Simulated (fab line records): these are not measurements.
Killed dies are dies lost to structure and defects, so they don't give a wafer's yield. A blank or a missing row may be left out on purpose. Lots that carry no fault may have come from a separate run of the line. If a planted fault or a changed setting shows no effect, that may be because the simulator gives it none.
Which tool did it?	flow sky130	Sampling: 13 lots, 39 wafers, 4 of 708 route steps

== WHAT THE GAUGES SHOWED, per wafer ==
SKY_METAL5_THK_MEAS_06: measures by xrf. Usual: METAL5_ALCU_THK 1149 nm, standard deviation 14.
lot	measured	on	METAL5_ALCU_THK (nm)	flag
L568	day 42 23:04	film metro-01	1159 1159 1160	
L569	day 43 16:40	film metro-01	1186 1169 1179	
L571	day 44 01:17	film metro-03	1149 1143 1148	
L572	day 44 07:10	film metro-01	1151 1135 1158	
L573	day 44 16:37	film metro-01	1126 1136 1134	
L574	day 44 17:16	film metro-03	1156 1149 1151	
L575	day 45 03:19	film metro-01	1158 1162 1159	
L579	day 46 03:41	film metro-03	1136 1161 1135	
L582	day 46 22:50	film metro-03	1150 1150 1162	
L587	day 47 21:17	film metro-03	1161 1164 1168	
L588	day 48 02:39	film metro-03	1164 1149 1158	
L589	day 48 07:56	film metro-02	1163 1153 1157	
L590	day 48 10:58	film metro-03	1156 1162 1144	

== WHAT TOOL EACH LOT RAN ON (gives the tool, then ch and the chambers of the sampled wafers, and finally the start) ==
lot	SKY_CAP2M_CLEAN_16	SKY_METAL4_DESCUM_15	SKY_VIA4_SPUTTER_17
L568	wet bench-03 ch 1, day 40 19:38	rie metal-04 ch 0,1, day 41 20:25	pvd sputter-01, day 42 22:03
L569	wet bench-03 ch 0, day 41 15:04	rie metal-02 ch 0,1, day 42 14:29	pvd sputter-04, day 43 15:40
L571	wet bench-04 ch 0, day 41 23:18	rie metal-02 ch 0,1, day 42 22:59	pvd sputter-01, day 44 00:13
L572	wet bench-03 ch 1, day 42 05:49	rie metal-02 ch 0,1, day 43 05:07	pvd sputter-01, day 44 06:11
L573	wet bench-03 ch 0, day 42 15:10	rie metal-04 ch 0, day 43 14:19	pvd sputter-03, day 44 15:38
L574	wet bench-01 ch 1, day 42 16:05	rie metal-02 ch 0,1, day 43 15:43	pvd sputter-04, day 44 16:17
L575	wet bench-01 ch 0, day 43 02:37	rie metal-02 ch 0,1, day 44 01:31	pvd sputter-04, day 45 02:16
L579	wet bench-01 ch 2, day 44 04:39	rie metal-01 ch 1, day 45 03:19	pvd sputter-01, day 46 02:42
L582	wet bench-03 ch 0, day 45 01:01	rie metal-02 ch 1, day 45 22:55	pvd sputter-03, day 46 21:51
L587	wet bench-01 ch 2, day 46 00:45	rie metal-01 ch 0,1, day 46 22:01	pvd sputter-03, day 47 20:17
L588	wet bench-04 ch 2, day 46 06:47	rie metal-02 ch 0,1, day 47 03:40	pvd sputter-04, day 48 01:40
L589	wet bench-01 ch 0, day 46 12:08	rie metal-02 ch 0,1, day 47 09:07	pvd sputter-03, day 48 06:58
L590	wet bench-04 ch 3, day 46 16:40	rie metal-04 ch 0, day 47 12:41	pvd sputter-01, day 48 09:58
- SKY_CAP2M_CLEAN_16: cleans in IPA, time 180 s.
- SKY_METAL4_DESCUM_15: chemistry O2, time 8 s.
- SKY_VIA4_SPUTTER_17: material TiN, target thk 20 nm, time 80 s.

== AS READ BY THE TOOLS THEMSELVES (means over the sampled wafers that have a number; for cases with no such wafer, the mark the record gives instead) ==
SKY_METAL4_DESCUM_15. Usual: drypump motor current A 5.4 A, standard deviation 0.43; oes product au 1.000 a.u., standard deviation 0.0087.
lot	tool	drypump motor current A (A)	oes product au (a.u.)	flag
L568	rie metal-04	5.3	1.004	
L569	rie metal-02	5.7	1.004	
L571	rie metal-02	5.9	0.988	
L572	rie metal-02	6.0	0.992	
L573	rie metal-04	5.5	1.001	
L574	rie metal-02	5.6	0.995	
L575	rie metal-02	5.6	1.005	
L579	rie metal-01	5.2	1.002	
L582	rie metal-02	5.3	0.997	
L587	rie metal-01	5.3	1.006	
L588	rie metal-02	6.0	1.006	
L589	rie metal-02	6.0	0.998	
L590	rie metal-04	5.5	0.996	

SKY_VIA4_SPUTTER_17. Usual: throttle valve pct reads 30.2 % (standard deviation 0.97).
lot	tool	throttle valve pct (%)	flag
L568	pvd sputter-01	30.6	
L569	pvd sputter-04	30.4	
L571	pvd sputter-01	29.9	
L572	pvd sputter-01	30.3	
L573	pvd sputter-03	29.0	
L574	pvd sputter-04	30.3	
L575	pvd sputter-04	30.0	
L579	pvd sputter-01	30.1	
L582	pvd sputter-03	29.4	
L587	pvd sputter-03	29.2	
L588	pvd sputter-04	30.7	
L589	pvd sputter-03	29.3	
L590	pvd sputter-01	30.6	

== THE ANSWER, worked out from the rows above alone ==
Rule: a lot counts as off when the mean over its wafers that have a number is more than 3 standard deviations away from the usual mean. A lot without any number at a reading at which 4 lots or more have one is off too. The other lots that the step has rows for count as sound. First the gauges in route order, then the tools' own readings, where a lot's mean is used as printed above. The first step at which some lot is off is used, and at that step the reading that is off furthest; a lot without a number counts as furthest.
None of the lots is off at any reading shown; this tells nothing.

== WHAT THE SIMULATOR HAD PUT IN ==
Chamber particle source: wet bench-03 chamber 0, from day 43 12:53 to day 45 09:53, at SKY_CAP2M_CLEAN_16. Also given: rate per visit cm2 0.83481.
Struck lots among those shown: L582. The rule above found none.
